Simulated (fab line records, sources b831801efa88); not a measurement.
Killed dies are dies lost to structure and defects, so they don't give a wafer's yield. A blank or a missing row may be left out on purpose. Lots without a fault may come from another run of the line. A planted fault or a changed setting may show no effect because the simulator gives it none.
Which tool did it? | flow gf180mcu | 6 lots, 18 wafers sampled, at 4 steps of a route of 602

WHAT THE GAUGES READ, wafer by wafer
GF_V5_CD_MEAS_14: target cd 260 nm.
lot  | measured     | on        | cd_nm (nm)
L798 | day 27 11:56 | cd_sem-02 | 259.0 259.5 259.9
L800 | day 28 09:22 | cd_sem-01 | 259.7 261.7 261.9
L803 | day 29 15:59 | cd_sem-01 | 258.6 258.0 257.7
L808 | day 31 08:56 | cd_sem-02 | 274.0 272.8 272.5
L816 | day 32 17:07 | cd_sem-02 | 263.4 261.0 261.7
L819 | day 33 13:28 | cd_sem-02 | 259.5 259.5 260.4

WHICH TOOL RAN EACH LOT (tool, then ch and the chambers of the sampled wafers, then the start)
lot  | GF_V3_SPUTTER_21             | GF_V5_CVD_02                  | GF_V5_EXPOSE_11
L798 | pvd_sputter-03, day 22 19:26 | pecvd-04 ch 1,2, day 26 15:19 | krf_scanner-01 ch 0, day 27 02:26
L800 | pvd_sputter-03, day 23 18:17 | pecvd-02 ch 1,2, day 27 12:57 | krf_scanner-01 ch 0, day 27 23:37
L803 | pvd_sputter-03, day 25 06:26 | pecvd-04 ch 0,1, day 28 20:28 | krf_scanner-01 ch 0, day 29 06:32
L808 | pvd_sputter-02, day 27 05:08 | pecvd-01 ch 0,2, day 30 14:44 | krf_scanner-01 ch 0, day 31 00:27
L816 | pvd_sputter-02, day 28 17:07 | pecvd-01 ch 0,2, day 31 23:10 | krf_scanner-02 ch 0, day 32 08:14
L819 | pvd_sputter-02, day 29 16:48 | pecvd-01 ch 0,1, day 32 21:10 | krf_scanner-02 ch 0, day 33 05:40
- GF_V3_SPUTTER_21: material Ti, target thk 15 nm, time 80.02 s.
- GF_V5_CVD_02: deposits SiO2 from TEOS, target thk 1450 nm, time 163.28 s.
- GF_V5_EXPOSE_11: exposes mask Via5, target cd 260 nm.

THE ANSWER, worked out from the rows above alone
Rule: what is usual is taken from the lots themselves. Put in order of their means at a reading, lots are off if they are a third of the lots or fewer, leave a main group of 4 or more, and stand apart from it by a gap of 3 or more times the standard deviation of the main group's means; of several such gaps the widest counts. A main group whose means are all the same, to the digits that the tables above print for the reading, isn't used. A lot without any number at a reading at which 4 lots or more have one is off too. The other lots that the step has rows for count as sound.
Off: L808, at GF_V5_CD_MEAS_14 (cd_nm). The main group: mean 260.1 nm, standard deviation 1.4.
A tool fits if, at a process step before that reading, it ran every lot that is off, and no sound lot after the first of them. The gauges at GF_V5_CD_MEAS_14 are tried like those tools. One fits: krf_scanner-01 at GF_V5_EXPOSE_11. Its last sound lot is L803 (day 29 06:32), its first lot that is off L808 (day 31 00:27): a fault that began between those two fits.

WHAT THE SIMULATOR HAD PUT IN
Process parameter drift: krf_scanner-01, from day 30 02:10 on, at GF_V5_EXPOSE_11. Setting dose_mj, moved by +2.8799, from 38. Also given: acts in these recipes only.
Lots struck among those shown: L808. The rule above found the same.
